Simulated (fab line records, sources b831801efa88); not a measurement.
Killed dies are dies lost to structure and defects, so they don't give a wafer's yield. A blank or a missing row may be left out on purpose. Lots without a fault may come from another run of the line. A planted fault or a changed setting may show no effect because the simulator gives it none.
fab line records | flow gf180mcu
record lots=5 wafers=15 last_day=33
route steps=602 shown V1@336
lots that met no fault: from a run of the same line without faults
start_h: hours from the record's first day to the start of the lot's first wafer shown | wait_h: hours since the lot's step before | " the same as in the row above | L1.1+2: a row that stands for several wafers | - no value, or no start given | * or withheld: withheld | < > ~ a bound
route shown NAME@n: a module of which the file shows steps, and the number in the route of the first | usual: mean/standard deviation of fault-free wafers | same: alike in all rows | chamber/n: place in a boat | sites: the reading at each site | _std_site: their standard deviation | _edge_site: outer sites' mean less inner sites' | radius_mm: how far each site lies from the wafer's centre | mask NAME#n: copy n | behind: the tool/chamber that last shaped the wafer | hold: why the lot was held/for how many hours/how that ended | device: the transistor (n, p or np) that didn't switch | end of line: the same wafers' tests at the end of the route | a step without rows: its recipe alone | killed: dies lost to structure and defects at the first sort, not the wafer's yield | map: a wafer's dies, x killed, . not, _ none there
set.NAME: the setting as run; set.NAME@STEP: as run at that earlier step | model.NAME: the simulator's own value behind a step, which no gauge read
lots at some steps of the route; a table a step, a row a wafer
services: from which hour (start_h, from the record's first day; less than 0 if before it) a tool's chamber was out of use, for how many hours, and why
## steps
# step GF_V1_THK_MEAS_01
# recipe reads=SiO2_of_V1_CVD_00
# usual V1_CVD_00_THK=598/6
# columns lot.wafer tool chamber start_h wait_h V1_CVD_00_THK[nm]
L078.1 film_metro-04 - 414.88 0.0 598
L078.5 " - " " 591
L078.6 " - " " 597
L086.2 film_metro-04 - 491.80 0.0 605
L086.3 " - " " 596
L086.6 " - " " 601
L090.2 film_metro-04 - 530.33 0.0 595
L090.3 " - " " 602
L090.5 " - " " 593
L093.3 film_metro-02 - 551.36 0.1 602
L093.4 " - " " 601
L093.6 " - " " 598
L092.1 film_metro-04 - 551.38 0.1 588
L092.4 " - " " 595
L092.5 " - " " 587
# step GF_V1_CVD_02
# recipe material=SiO2 target_thk_nm=850 precursor=TEOS temp_c=400 time_s=94.851 rf_w=600
# usual heater_power_w=618/73
# columns lot.wafer tool chamber start_h wait_h heater_power_w
L078.1 pecvd-01 1 414.94 0.1 754
L078.5 " 2 " " 592
L078.6 " 1 " " 772
L086.2 pecvd-02 2 491.85 0.0 598
L086.3 " 0 " " 624
L086.6 " 2 " " 657
L090.2 pecvd-03 2 530.38 0.0 541
L090.3 " 1 " " 656
L090.5 " 1 " " 525
L093.3 pecvd-03 1 551.40 0.0 596
L093.4 " 1 " " 602
L093.6 " 0 " " 660
L092.1 pecvd-01 2 551.44 0.1 589
L092.4 " 0 " " 545
L092.5 " 1 " " 629
# step GF_V1_THK_MEAS_03
# recipe reads=SiO2_of_V1_CVD_02
# usual V1_CVD_02_THK=851/10
# columns lot.wafer tool chamber start_h wait_h V1_CVD_02_THK[nm]
L078.1 film_metro-04 - 415.01 0.0 830
L078.5 " - " " 844
L078.6 " - " " 839
L086.2 film_metro-03 - 491.93 0.0 855
L086.3 " - " " 835
L086.6 " - " " 849
L090.2 film_metro-02 - 530.46 0.0 848
L090.3 " - " " 852
L090.5 " - " " 865
L093.3 film_metro-02 - 551.49 0.1 843
L093.4 " - " " 873
L093.6 " - " " 867
L092.1 film_metro-04 - 551.51 0.0 846
L092.4 " - " " 861
L092.5 " - " " 859
# step GF_V1_CMP_04
# recipe material=SiO2 down_force_psi=4 platen_rpm=60 pad_velocity_m_s=0.94248
# usual motor_current_A=11.8/1.5 retaining_ring_pressure_frac=0.999/0.0052 time_to_endpoint_s=82/5.9
# columns lot.wafer tool chamber start_h wait_h motor_current_A retaining_ring_pressure_frac time_to_endpoint_s
L078.1 cmp-02 0 415.12 0.1 10.9 0.993 71
L078.5 " 3 " " 11.0 0.994 77
L078.6 " 0 " " 11.5 1.003 76
L086.3 cmp-01 3 492.03 0.1 10.7 0.989 75
L086.2 " 1 " " 12.5 0.995 86
L086.6 " 3 " " 11.1 0.999 78
L090.2 cmp-01 0 530.56 0.1 12.5 0.999 77
L090.3 " 2 " " 12.9 1.001 73
L090.5 " 3 " " 11.3 0.997 79
L092.4 cmp-02 3 551.57 0.0 10.8 0.998 90
L092.1 " 2 " " 14.1 0.992 79
L092.5 " 0 " " 11.2 0.996 90
L093.4 cmp-01 3 551.63 0.1 10.5 1.001 86
L093.3 " 0 " " 12.8 1.003 79
L093.6 " 2 " " 13.1 1.004 87
# step GF_V1_BOW_MEAS_05
# recipe mode=bow
# usual V1_BOW=82/8
# columns lot.wafer tool chamber start_h wait_h V1_BOW[um]
L078.1 film_metro-03 - 415.37 0.2 74
L078.5 " - " " 80
L078.6 " - " " 84
L086.2 film_metro-04 - 492.30 0.1 77
L086.3 " - " " 85
L086.6 " - " " 87
L090.2 film_metro-04 - 530.83 0.2 85
L090.3 " - " " 86
L090.5 " - " " 84
L093.3 film_metro-02 - 551.87 0.1 80
L093.4 " - " " 94
L093.6 " - " " 85
L092.1 film_metro-04 - 551.87 0.1 90
L092.4 " - " " 86
L092.5 " - " " 89
# step GF_V1_DEHYDRATE_06
# recipe temp_c=200 time_s=60
# columns lot.wafer tool chamber start_h wait_h
L078.1+5+6 litho_track-02 0 426.08 10.7
L086.2+3+6 litho_track-01 0 503.30 11.0
L090.2+3+5 litho_track-02 0 541.41 10.6
L092.1+4+5 litho_track-02 0 561.83 9.9
L093.3+4+6 litho_track-01 0 561.88 10.0
# step GF_V1_HMDS_07
# recipe prime_time_s=60 prime_temp_c=120
# columns lot.wafer tool chamber start_h wait_h
L078.1+5+6 litho_track-02 0 426.23 0.1
L086.2+3+6 litho_track-01 0 503.45 0.1
L090.2+3+5 litho_track-02 0 541.56 0.1
L092.1+4+5 litho_track-02 0 561.98 0.1
L093.3+4+6 litho_track-01 0 562.03 0.1
# step GF_V1_COAT_08
# recipe resist=BARC temp_c=withheld time_s=withheld spin_rpm=withheld resist_thk_nm=withheld
# usual dispense_pressure_kPa=48.8/2.3
# columns lot.wafer tool chamber start_h wait_h dispense_pressure_kPa
L078.1 litho_track-02 0 426.38 0.1 48.3
L078.5 " 0 " " 48.2
L078.6 " 0 " " 48.3
L086.2 litho_track-01 0 503.60 0.1 47.2
L086.3 " 0 " " 47.3
L086.6 " 0 " " 47.3
L090.2 litho_track-02 0 541.71 0.1 48.4
L090.3 " 0 " " 48.3
L090.5 " 0 " " 48.3
L092.1 litho_track-02 0 562.13 0.1 48.3
L092.4 " 0 " " 48.3
L092.5 " 0 " " 48.3
L093.3 litho_track-01 0 562.18 0.1 47.3
L093.4 " 0 " " 47.3
L093.6 " 0 " " 47.3
# step GF_V1_COAT_09
# recipe resist=KrF spin_rpm=withheld resist_thk_nm=1000
# usual dispense_pressure_kPa=48.9/2.3
# columns lot.wafer tool chamber start_h wait_h dispense_pressure_kPa
L078.1 litho_track-02 0 - - 48.3
L078.5 " 0 " " 48.3
L078.6 " 0 " " 48.3
L086.2 litho_track-01 0 - - 47.3
L086.3 " 0 " " 47.3
L086.6 " 0 " " 47.3
L090.2 litho_track-02 0 - - 48.3
L090.3 " 0 " " 48.3
L090.5 " 0 " " 48.3
L092.1 litho_track-02 0 - - 48.4
L092.4 " 0 " " 48.4
L092.5 " 0 " " 48.3
L093.3 litho_track-01 0 - - 47.3
L093.4 " 0 " " 47.4
L093.6 " 0 " " 47.4
# step GF_V1_SOFTBAKE_10
# recipe temp_c=130 time_s=60 resist=KrF
# columns lot.wafer tool chamber start_h wait_h
L078.1+5+6 litho_track-02 0 - -
L086.2+3+6 litho_track-01 0 - -
L090.2+3+5 litho_track-02 0 - -
L092.1+4+5 litho_track-02 0 - -
L093.3+4+6 litho_track-01 0 - -
# step GF_V1_EXPOSE_11
# recipe mask_id=Via1 target_cd_nm=260 na=0.68 source_shape=conventional sigma_outer=0.6 dose_mj=38
# usual reticle_temp_C=23.02/0.12
# columns lot.wafer tool chamber start_h wait_h mask reticle_temp_C
L078.1 krf_scanner-01 0 - - Via1#0 22.96
L078.5 " 0 " " Via1#0 23.08
L078.6 " 0 " " Via1#0 22.99
L086.2 krf_scanner-01 0 - - Via1#0 23.06
L086.3 " 0 " " Via1#0 22.93
L086.6 " 0 " " Via1#0 23.06
L090.2 krf_scanner-01 0 - - Via1#0 23.07
L090.3 " 0 " " Via1#0 23.06
L090.5 " 0 " " Via1#0 23.10
L093.3 krf_scanner-02 0 - - Via1#0 22.96
L093.4 " 0 " " Via1#0 23.00
L093.6 " 0 " " Via1#0 23.04
L092.1 krf_scanner-01 0 - - Via1#0 22.70
L092.4 " 0 " " Via1#0 22.90
L092.5 " 0 " " Via1#0 22.84
# step GF_V1_PEB_12
# recipe peb_temp_c=135 peb_time_s=90 resist=KrF
# columns lot.wafer tool chamber start_h wait_h
L078.1+5+6 litho_track-02 0 - -
L086.2+3+6 litho_track-01 0 - -
L090.2+3+5 litho_track-02 0 - -
L092.1+4+5 litho_track-02 0 - -
L093.3+4+6 litho_track-04 0 - -
# step GF_V1_DEVELOP_13
# recipe develop_time_s=60 resist=KrF dev_temp_c=21
# columns lot.wafer tool chamber start_h wait_h
L078.1+5+6 litho_track-02 0 438.98 0.2
L086.2+3+6 litho_track-01 0 515.30 0.2
L090.2+3+5 litho_track-02 0 553.16 0.2
L092.1+4+5 litho_track-02 0 573.33 0.2
L093.3+4+6 litho_track-04 0 573.37 0.1
## services
# columns tool chamber start_h hours kind
cmp-02 - 395.01 0.9 repair
krf_scanner-01 - 399.10 2.2 repair
pecvd-02 2 401.04 21.9 repair
cmp-01 - 401.09 0.9 repair
cmp-01 - 404.27 4.0 pm
pecvd-01 - 408.64 6.0 pm
cmp-02 - 420.70 4.9 pm
krf_scanner-01 - 429.05 1.0 pm
cmp-02 - 430.62 9.4 pm
krf_scanner-02 - 451.67 3.6 pm
cmp-02 - 458.66 2.7 repair
krf_scanner-02 - 460.58 2.8 repair
krf_scanner-02 - 464.77 1.3 pm
krf_scanner-01 - 483.71 1.3 pm
krf_scanner-01 - 488.95 0.8 pm
krf_scanner-02 - 510.34 2.1 repair
cmp-01 - 514.98 1.4 repair
cmp-01 - 522.86 3.8 pm
krf_scanner-01 - 526.07 4.0 pm
krf_scanner-01 - 532.15 4.4 pm
krf_scanner-02 - 538.17 1.0 pm
cmp-02 - 542.64 2.3 repair
pecvd-03 - 556.10 28.1 pm
cmp-02 - 572.10 4.0 pm
## key
fault none
